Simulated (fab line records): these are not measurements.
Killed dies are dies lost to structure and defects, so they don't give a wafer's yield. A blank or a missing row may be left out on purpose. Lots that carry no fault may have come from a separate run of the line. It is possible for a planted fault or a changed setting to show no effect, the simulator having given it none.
Lot-split experiment || flow sfq line || on a route of 325 steps: 5 lots, 23 wafers read

ABOUT THE SPLIT
At SFQ_TRILAYER_C5_LITHO_COAT_151 (resist thk 650 nm), the setting spin rpm was moved away from the recipe's 3000 rpm on 5 of the 23 wafers read, by -6.0% to +4.9%. This setting was run at the recipe's value on the other wafers.

FROM THE SPLIT TO THE READING: what the file shows between them, 3 steps
- SFQ_TRILAYER_C5_LITHO_SOFTBAKE_155
- SFQ_TRILAYER_C5_LITHO_EXPOSE_152: exposes mask C5, target cd 500 nm
- SFQ_TRILAYER_C5_LITHO_DEVELOP_153: time 60 s

THE READING
KrF_of_TRILAYER_C5_LITHO_COAT_151.thk nm (the simulator's own value, which no gauge read), in nm, at SFQ_TRILAYER_C5_BARC_OPEN_VIA_ETCH_210 (etches BARC in O2, target depth 125 nm, time 41.7 s). There is no usual value for it anywhere in the file. Average 576.9 nm, standard deviation 1.9 nm, over the 18 wafers here run with the recipe.

{"wafer": "L074.1", "tool, chamber at the split": "litho track-01, 0", "spin rpm as run, rpm": 3000, "against the recipe": "recipe", "KrF_of_TRILAYER_C5_LITHO_COAT_151.thk nm, nm": 575.8, "against lot-mates on the recipe": "-"}
{"wafer": "L074.2", "tool, chamber at the split": "litho track-01, 0", "spin rpm as run, rpm": 3000, "against the recipe": "recipe", "KrF_of_TRILAYER_C5_LITHO_COAT_151.thk nm, nm": 578.3, "against lot-mates on the recipe": "-"}
{"wafer": "L074.3", "tool, chamber at the split": "litho track-01, 0", "spin rpm as run, rpm": 3000, "against the recipe": "recipe", "KrF_of_TRILAYER_C5_LITHO_COAT_151.thk nm, nm": 574.9, "against lot-mates on the recipe": "-"}
{"wafer": "L074.4", "tool, chamber at the split": "litho track-01, 0", "spin rpm as run, rpm": 2819, "against the recipe": "-6.0%", "KrF_of_TRILAYER_C5_LITHO_COAT_151.thk nm, nm": 595.6, "against lot-mates on the recipe": "+19.3"}
{"wafer": "L074.5", "tool, chamber at the split": "litho track-01, 0", "spin rpm as run, rpm": 2819, "against the recipe": "-6.0%", "KrF_of_TRILAYER_C5_LITHO_COAT_151.thk nm, nm": 597.4, "against lot-mates on the recipe": "+21.1"}
{"wafer": "L075.1", "tool, chamber at the split": "litho track-02, 0", "spin rpm as run, rpm": 3000, "against the recipe": "recipe", "KrF_of_TRILAYER_C5_LITHO_COAT_151.thk nm, nm": 574.1, "against lot-mates on the recipe": "-"}
{"wafer": "L075.2", "tool, chamber at the split": "litho track-02, 0", "spin rpm as run, rpm": 3000, "against the recipe": "recipe", "KrF_of_TRILAYER_C5_LITHO_COAT_151.thk nm, nm": 574.2, "against lot-mates on the recipe": "-"}
{"wafer": "L075.4", "tool, chamber at the split": "litho track-02, 0", "spin rpm as run, rpm": 3000, "against the recipe": "recipe", "KrF_of_TRILAYER_C5_LITHO_COAT_151.thk nm, nm": 578.7, "against lot-mates on the recipe": "-"}
{"wafer": "L079.1", "tool, chamber at the split": "litho track-04, 0", "spin rpm as run, rpm": 3000, "against the recipe": "recipe", "KrF_of_TRILAYER_C5_LITHO_COAT_151.thk nm, nm": 579.4, "against lot-mates on the recipe": "-"}
{"wafer": "L079.3", "tool, chamber at the split": "litho track-04, 0", "spin rpm as run, rpm": 3147, "against the recipe": "+4.9%", "KrF_of_TRILAYER_C5_LITHO_COAT_151.thk nm, nm": 559, "against lot-mates on the recipe": -18.1}
{"wafer": "L079.4", "tool, chamber at the split": "litho track-04, 0", "spin rpm as run, rpm": 3147, "against the recipe": "+4.9%", "KrF_of_TRILAYER_C5_LITHO_COAT_151.thk nm, nm": 560.7, "against lot-mates on the recipe": -16.4}
{"wafer": "L079.5", "tool, chamber at the split": "litho track-04, 0", "spin rpm as run, rpm": 3000, "against the recipe": "recipe", "KrF_of_TRILAYER_C5_LITHO_COAT_151.thk nm, nm": 574.9, "against lot-mates on the recipe": "-"}
{"wafer": "L079.6", "tool, chamber at the split": "litho track-04, 0", "spin rpm as run, rpm": 3147, "against the recipe": "+4.9%", "KrF_of_TRILAYER_C5_LITHO_COAT_151.thk nm, nm": 560.4, "against lot-mates on the recipe": -16.8}
{"wafer": "L081.2", "tool, chamber at the split": "litho track-04, 0", "spin rpm as run, rpm": 3000, "against the recipe": "recipe", "KrF_of_TRILAYER_C5_LITHO_COAT_151.thk nm, nm": 575.1, "against lot-mates on the recipe": "-"}
{"wafer": "L081.3", "tool, chamber at the split": "litho track-04, 0", "spin rpm as run, rpm": 3000, "against the recipe": "recipe", "KrF_of_TRILAYER_C5_LITHO_COAT_151.thk nm, nm": 576.6, "against lot-mates on the recipe": "-"}
{"wafer": "L081.4", "tool, chamber at the split": "litho track-04, 0", "spin rpm as run, rpm": 3000, "against the recipe": "recipe", "KrF_of_TRILAYER_C5_LITHO_COAT_151.thk nm, nm": 575.7, "against lot-mates on the recipe": "-"}
{"wafer": "L081.5", "tool, chamber at the split": "litho track-04, 0", "spin rpm as run, rpm": 3000, "against the recipe": "recipe", "KrF_of_TRILAYER_C5_LITHO_COAT_151.thk nm, nm": 576.4, "against lot-mates on the recipe": "-"}
{"wafer": "L081.6", "tool, chamber at the split": "litho track-04, 0", "spin rpm as run, rpm": 3000, "against the recipe": "recipe", "KrF_of_TRILAYER_C5_LITHO_COAT_151.thk nm, nm": 576.2, "against lot-mates on the recipe": "-"}
{"wafer": "L084.1", "tool, chamber at the split": "litho track-01, 0", "spin rpm as run, rpm": 3000, "against the recipe": "recipe", "KrF_of_TRILAYER_C5_LITHO_COAT_151.thk nm, nm": 578.1, "against lot-mates on the recipe": "-"}
{"wafer": "L084.2", "tool, chamber at the split": "litho track-01, 0", "spin rpm as run, rpm": 3000, "against the recipe": "recipe", "KrF_of_TRILAYER_C5_LITHO_COAT_151.thk nm, nm": 579.3, "against lot-mates on the recipe": "-"}
{"wafer": "L084.3", "tool, chamber at the split": "litho track-01, 0", "spin rpm as run, rpm": 3000, "against the recipe": "recipe", "KrF_of_TRILAYER_C5_LITHO_COAT_151.thk nm, nm": 578.6, "against lot-mates on the recipe": "-"}
{"wafer": "L084.4", "tool, chamber at the split": "litho track-01, 0", "spin rpm as run, rpm": 3000, "against the recipe": "recipe", "KrF_of_TRILAYER_C5_LITHO_COAT_151.thk nm, nm": 579.9, "against lot-mates on the recipe": "-"}
{"wafer": "L084.5", "tool, chamber at the split": "litho track-01, 0", "spin rpm as run, rpm": 3000, "against the recipe": "recipe", "KrF_of_TRILAYER_C5_LITHO_COAT_151.thk nm, nm": 578.7, "against lot-mates on the recipe": "-"}

FIT RESULTS
A straight line over all 23 wafers: KrF_of_TRILAYER_C5_LITHO_COAT_151.thk nm changes by -3.34 nm for each +1% of spin rpm; r = -0.98; the points scatter about the line by 1.8 nm.
The same after taking each lot's own level away (the mean of its wafers on the recipe; 23 wafers): -3.42 nm for each +1%; r = -0.99; scatter 1.3 nm.
That fit puts the effect of the largest move of spin rpm on the reading at 21 nm.
The lots' own levels span 575.67 to 578.92 nm, that is 1.7 times the standard deviation above.
Hence the lot-to-lot level has little effect on the slope; both slopes agree.
Check: +21.1 nm against its lot-mates is what the line predicts for one of the wafers moved furthest among these (-6.0%) when that wafer is left out of the fit. Against them it came out at +19.3 nm.

OTHER SPLITS APPLIED TO THESE WAFERS
Before the reading, these wafers also passed through other splits. Each is held against what the fit with the lots' levels taken away leaves over:
{"other split on the same wafers": "SFQ_TRILAYER_M5_LITHO_EXPOSE_124 dose mj", "wafers away from the commonest value": 10, "r with KrF_of_TRILAYER_C5_LITHO_COAT_151.thk nm (lot level and that fit taken away)": -0.07}
{"other split on the same wafers": "SFQ_TRILAYER_A5B_DEP_PECVD_129 time s", "wafers away from the commonest value": 8, "r with KrF_of_TRILAYER_C5_LITHO_COAT_151.thk nm (lot level and that fit taken away)": -0.10}
{"other split on the same wafers": "SFQ_TRILAYER_R5_DEP_SPUTTER_132 time s", "wafers away from the commonest value": 6, "r with KrF_of_TRILAYER_C5_LITHO_COAT_151.thk nm (lot level and that fit taken away)": -0.20}
{"other split on the same wafers": "SFQ_TRILAYER_R5_LITHO_PEB_139 peb time s", "wafers away from the commonest value": 6, "r with KrF_of_TRILAYER_C5_LITHO_COAT_151.thk nm (lot level and that fit taken away)": -0.18}
{"other split on the same wafers": "SFQ_TRILAYER_I5_LITHO_COAT_144 spin rpm", "wafers away from the commonest value": 9, "r with KrF_of_TRILAYER_C5_LITHO_COAT_151.thk nm (lot level and that fit taken away)": -0.27}

THE WHOLE CHAIN: every reading that the file lists as answering this split, in the file's order
{"step": "SFQ_TRILAYER_C5_LITHO_COAT_151", "what it does": "resist thk 650 nm", "reading": "KrF_of_TRILAYER_C5_LITHO_COAT_151.thk nm (the simulator's own value, which no gauge read)", "change (the file's fit)": "-3.48 nm for each +1% of the setting", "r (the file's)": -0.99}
{"step": "SFQ_TRILAYER_C5_BARC_OPEN_VIA_ETCH_210", "what it does": "etches BARC in O2, target depth 125 nm, time 41.7 s", "reading": "KrF_of_TRILAYER_C5_LITHO_COAT_151.thk nm (the simulator's own value, which no gauge read)", "change (the file's fit)": "-3.4 nm for each +1% of the setting", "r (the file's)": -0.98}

THE FILE'S OWN FIT
KrF_of_TRILAYER_C5_LITHO_COAT_151.thk nm changes by -3.4 nm for each +1% of spin rpm, r = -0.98.
